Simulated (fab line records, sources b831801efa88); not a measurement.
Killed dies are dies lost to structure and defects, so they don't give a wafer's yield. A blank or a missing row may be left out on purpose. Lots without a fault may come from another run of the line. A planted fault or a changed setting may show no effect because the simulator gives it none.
Which tool did it? | flow sky130 | 11 lots, 33 wafers sampled, at 5 steps of a route of 708

WHAT THE GAUGES READ, wafer by wafer
The record holds no reading of a measuring or inspecting step that can be judged against a usual standard deviation.

WHICH TOOL RAN EACH LOT (tool, then ch and the chambers of the sampled wafers, then the start)
lot  | SKY_METAL4_SPUTTER_00        | SKY_METAL4_SPUTTER_04        | SKY_METAL4_STRIP_19                  | SKY_VIA4_STRIP_13                    | SKY_PAD_OPEN_PROBE_99
L900 | pvd_sputter-01, day 40 00:26 | pvd_sputter-01, day 40 00:33 | plasma_asher-01 ch 0,1, day 42 02:02 | plasma_asher-04 ch 0,1, day 43 02:05 | prober-02, day 46 01:21
L901 | pvd_sputter-02, day 40 08:31 | pvd_sputter-02, day 40 08:37 | plasma_asher-04 ch 0,1, day 42 10:44 | plasma_asher-03 ch 0,1, day 43 10:31 | prober-01, day 46 08:00
L902 | pvd_sputter-04, day 40 09:47 | pvd_sputter-04, day 40 09:53 | plasma_asher-02 ch 0,1, day 42 11:06 | plasma_asher-04 ch 0,1, day 43 11:23 | prober-02, day 46 09:20
L903 | pvd_sputter-02, day 40 17:23 | pvd_sputter-02, day 40 17:29 | plasma_asher-02 ch 0,1, day 42 18:38 | plasma_asher-03 ch 0,1, day 43 18:08 | prober-01, day 46 15:23
L904 | pvd_sputter-01, day 41 02:44 | pvd_sputter-01, day 41 02:50 | plasma_asher-02 ch 0,1, day 43 02:43 | plasma_asher-03 ch 0,1, day 44 02:11 | prober-02, day 46 23:10
L905 | pvd_sputter-02, day 41 08:29 | pvd_sputter-02, day 41 08:35 | plasma_asher-04 ch 0,1, day 43 08:18 | plasma_asher-02 ch 0,1, day 44 07:44 | prober-01, day 47 03:16
L908 | pvd_sputter-01, day 42 03:17 | pvd_sputter-01, day 42 03:23 | plasma_asher-02 ch 0,1, day 44 02:03 | plasma_asher-03 ch 0,1, day 45 00:41 | prober-02, day 47 20:25
L911 | pvd_sputter-02, day 43 09:44 | pvd_sputter-02, day 43 09:51 | plasma_asher-01 ch 0,1, day 45 05:57 | plasma_asher-03 ch 0,1, day 46 04:17 | prober-02, day 48 20:01
L913 | pvd_sputter-01, day 43 13:23 | pvd_sputter-01, day 43 13:29 | plasma_asher-02 ch 0,1, day 45 10:54 | plasma_asher-04 ch 0,1, day 46 09:05 | prober-01, day 48 22:35
L918 | pvd_sputter-04, day 44 23:01 | pvd_sputter-04, day 44 23:07 | plasma_asher-02 ch 0,1, day 46 18:30 | plasma_asher-03 ch 0,1, day 47 15:20 | prober-02, day 50 02:21
L923 | pvd_sputter-04, day 45 23:42 | pvd_sputter-04, day 45 23:48 | plasma_asher-02 ch 0,1, day 47 17:50 | plasma_asher-04 ch 0,1, day 48 13:50 | prober-01, day 50 20:32
- SKY_METAL4_SPUTTER_00: material Ti, target thk 15 nm, time 10 s.
- SKY_METAL4_SPUTTER_04: material TiN, target thk 70 nm, time 58.3 s.
- SKY_METAL4_STRIP_19: strips in O2/N2.
- SKY_VIA4_STRIP_13: strips in O2/N2.
- SKY_PAD_OPEN_PROBE_99

WHAT THE TOOLS THEMSELVES READ (means of the sampled wafers that have a number; where no wafer has one, the mark that the record gives instead)
SKY_METAL4_SPUTTER_00. Usual: throttle_valve_pct 30.2 %, standard deviation 0.69.
lot  | tool           | throttle_valve_pct (%) | flag
L900 | pvd_sputter-01 | 29.5                   |
L901 | pvd_sputter-02 | 30.4                   |
L902 | pvd_sputter-04 | 30.1                   |
L903 | pvd_sputter-02 | 30.6                   |
L904 | pvd_sputter-01 | 30.4                   |
L905 | pvd_sputter-02 | 30.3                   |
L908 | pvd_sputter-01 | 30.7                   |
L911 | pvd_sputter-02 | 30.5                   |
L913 | pvd_sputter-01 | 31.0                   |
L918 | pvd_sputter-04 | 30.1                   |
L923 | pvd_sputter-04 | 30.1                   |

SKY_METAL4_SPUTTER_04. Usual: throttle_valve_pct 30.1 %, standard deviation 0.69.
lot  | tool           | throttle_valve_pct (%) | flag
L900 | pvd_sputter-01 | 29.3                   |
L901 | pvd_sputter-02 | 30.6                   |
L902 | pvd_sputter-04 | 30.0                   |
L903 | pvd_sputter-02 | 30.3                   |
L904 | pvd_sputter-01 | 30.3                   |
L905 | pvd_sputter-02 | 30.4                   |
L908 | pvd_sputter-01 | 30.8                   |
L911 | pvd_sputter-02 | 30.1                   |
L913 | pvd_sputter-01 | 30.9                   |
L918 | pvd_sputter-04 | 30.0                   |
L923 | pvd_sputter-04 | 30.0                   |

SKY_METAL4_STRIP_19. Usual: drypump_motor_current_A 5.4 A, standard deviation 0.31; oes_product_au 0.503 a.u., standard deviation 0.0054; strip_time_to_endpoint_s 6.53 s, standard deviation 0.063.
lot  | tool            | drypump_motor_current_A (A) | oes_product_au (a.u.) | strip_time_to_endpoint_s (s) | flag
L900 | plasma_asher-01 | 5.0                         | 0.504                 | 6.53                         |
L901 | plasma_asher-04 | 5.2                         | 0.504                 | 6.59                         |
L902 | plasma_asher-02 | 5.7                         | 0.507                 | 6.54                         |
L903 | plasma_asher-02 | 5.7                         | 0.499                 | 6.41                         |
L904 | plasma_asher-02 | 5.7                         | 0.503                 | 6.59                         |
L905 | plasma_asher-04 | 5.2                         | 0.504                 | 6.49                         |
L908 | plasma_asher-02 | 5.6                         | 0.504                 | 6.50                         |
L911 | plasma_asher-01 | 5.2                         | 0.504                 | 6.53                         |
L913 | plasma_asher-02 | 5.7                         | 0.500                 | 6.51                         |
L918 | plasma_asher-02 | 5.7                         | 0.504                 | 6.56                         |
L923 | plasma_asher-02 | 5.6                         | 0.507                 | 6.56                         |

SKY_VIA4_STRIP_13. Usual: drypump_motor_current_A 5.6 A, standard deviation 0.32; oes_product_au 0.710 a.u., standard deviation 0.0046; strip_time_to_endpoint_s 12.802 s, standard deviation 0.029.
lot  | tool            | drypump_motor_current_A (A) | oes_product_au (a.u.) | strip_time_to_endpoint_s (s) | flag
L900 | plasma_asher-04 | 5.1                         | 0.715                 | 12.789                       |
L901 | plasma_asher-03 | 5.9                         | 0.705                 | 12.767                       |
L902 | plasma_asher-04 | 5.1                         | 0.708                 | 12.787                       |
L903 | plasma_asher-03 | 5.9                         | 0.712                 | 12.815                       |
L904 | plasma_asher-03 | 5.9                         | 0.713                 | 12.804                       |
L905 | plasma_asher-02 | 5.6                         | 0.712                 | 12.778                       |
L908 | plasma_asher-03 | 5.9                         | 0.711                 | 12.822                       |
L911 | plasma_asher-03 | 6.0                         | 0.710                 | 12.823                       |
L913 | plasma_asher-04 | 5.1                         | 0.707                 | 12.820                       |
L918 | plasma_asher-03 | 5.9                         | 0.711                 | 12.771                       |
L923 | plasma_asher-04 | 5.2                         | 0.711                 | 12.795                       |

SKY_PAD_OPEN_PROBE_99. Usual: defect_limited_yield 82.4 %, standard deviation 2; killed_at_M0_to_M3 44, standard deviation 6.8; killed_at_M4_up 3.4, standard deviation 2; killed_at_contacts 24, standard deviation 5.2; killed_at_front_end 15, standard deviation 5.2; killed_at_other 0.2, standard deviation 0.46; killed_dies 87, standard deviation 9.8; killed_on_rim 17, standard deviation 3.8; killed_open 47, standard deviation 7.5; killed_short 39, standard deviation 6.8; sort_bin_3_pad_short 0.8 %, standard deviation 0.37; sort_bin_5_function 10.5 %, standard deviation 1.5; sort_bin_6_memory 6.3 %, standard deviation 1.2; sort_n_pass 405, standard deviation 9.8; sort_yield_pct 82.4 %, standard deviation 2.
lot  | tool      | defect_limited_yield (%) | killed_at_M0_to_M3 | killed_at_M4_up | killed_at_contacts | killed_at_front_end | killed_at_other | killed_dies | killed_on_rim | killed_open | killed_short | sort_bin_3_pad_short (%) | sort_bin_5_function (%) | sort_bin_6_memory (%) | sort_n_pass | sort_yield_pct (%) | flag
L900 | prober-02 | 82.2                     | 45                 | 3.7             | 22                 | 16                  | 0.3             | 87          | 21            | 49          | 39           | 0.6                      | 11.1                    | 6.1                   | 405         | 82.2               |
L901 | prober-01 | 78.9                     | 55                 | 4.0             | 25                 | 20                  | 0.0             | 104         | 22            | 56          | 48           | 0.9                      | 13.0                    | 7.2                   | 388         | 78.9               |
L902 | prober-02 | 80.4                     | 47                 | 3.3             | 29                 | 17                  | 0.3             | 96          | 17            | 50          | 46           | 0.7                      | 11.9                    | 6.9                   | 396         | 80.4               |
L903 | prober-01 | 82.9                     | 37                 | 2.7             | 23                 | 21                  | 0.3             | 84          | 15            | 46          | 38           | 0.9                      | 10.2                    | 5.9                   | 408         | 82.9               |
L904 | prober-02 | 80.8                     | 52                 | 5.0             | 26                 | 11                  | 0.3             | 95          | 19            | 53          | 41           | 0.8                      | 10.5                    | 7.9                   | 397         | 80.8               |
L905 | prober-01 | 81.0                     | 45                 | 3.7             | 27                 | 17                  | 0.3             | 93          | 21            | 50          | 43           | 1.1                      | 10.7                    | 7.2                   | 399         | 81.0               |
L908 | prober-02 | 83.6                     | 39                 | 3.0             | 26                 | 11                  | 0.7             | 81          | 15            | 47          | 34           | 0.7                      | 9.9                     | 5.8                   | 411         | 83.6               |
L911 | prober-02 | 80.8                     | 48                 | 3.7             | 24                 | 18                  | 0.7             | 94          | 18            | 58          | 37           | 0.7                      | 11.7                    | 6.8                   | 398         | 80.8               |
L913 | prober-01 | 79.3                     | 43                 | 21.0            | 28                 | 10                  | 0.0             | 102         | 23            | 47          | 37           | 1.7                      | 12.5                    | 6.5                   | 390         | 79.3               | OFF
L918 | prober-02 | 84.5                     | 38                 | 2.3             | 20                 | 15                  | 0.7             | 76          | 14            | 47          | 29           | 0.5                      | 9.9                     | 5.0                   | 416         | 84.5               |
L923 | prober-01 | 80.8                     | 51                 | 4.7             | 25                 | 13                  | 0.7             | 94          | 16            | 52          | 42           | 0.5                      | 11.5                    | 7.2                   | 398         | 80.8               |

THE ANSWER, worked out from the rows above alone
Rule: a lot is off if the mean of its wafers that have a number lies more than 3 standard deviations from the usual mean. A lot without any number at a reading at which 4 lots or more have one is off too. The other lots that the step has rows for count as sound. The gauges are gone through in route order, then the tools' own readings, and for those a lot's mean is taken as printed above. The first step at which some lot is off is used, and at that step the reading that is off furthest; a lot without a number counts as furthest.
Off: L913, at SKY_PAD_OPEN_PROBE_99 (killed_at_M4_up).
A tool fits if, at that step or a process step before it, it ran every lot that is off, and no sound lot after the first of them. One fits: pvd_sputter-01 at SKY_METAL4_SPUTTER_00 and SKY_METAL4_SPUTTER_04. At SKY_METAL4_SPUTTER_00 its last sound lot is L908 (day 42 03:17), its first lot that is off L913 (day 43 13:23): a fault that began between those two fits.

WHAT THE SIMULATOR HAD PUT IN
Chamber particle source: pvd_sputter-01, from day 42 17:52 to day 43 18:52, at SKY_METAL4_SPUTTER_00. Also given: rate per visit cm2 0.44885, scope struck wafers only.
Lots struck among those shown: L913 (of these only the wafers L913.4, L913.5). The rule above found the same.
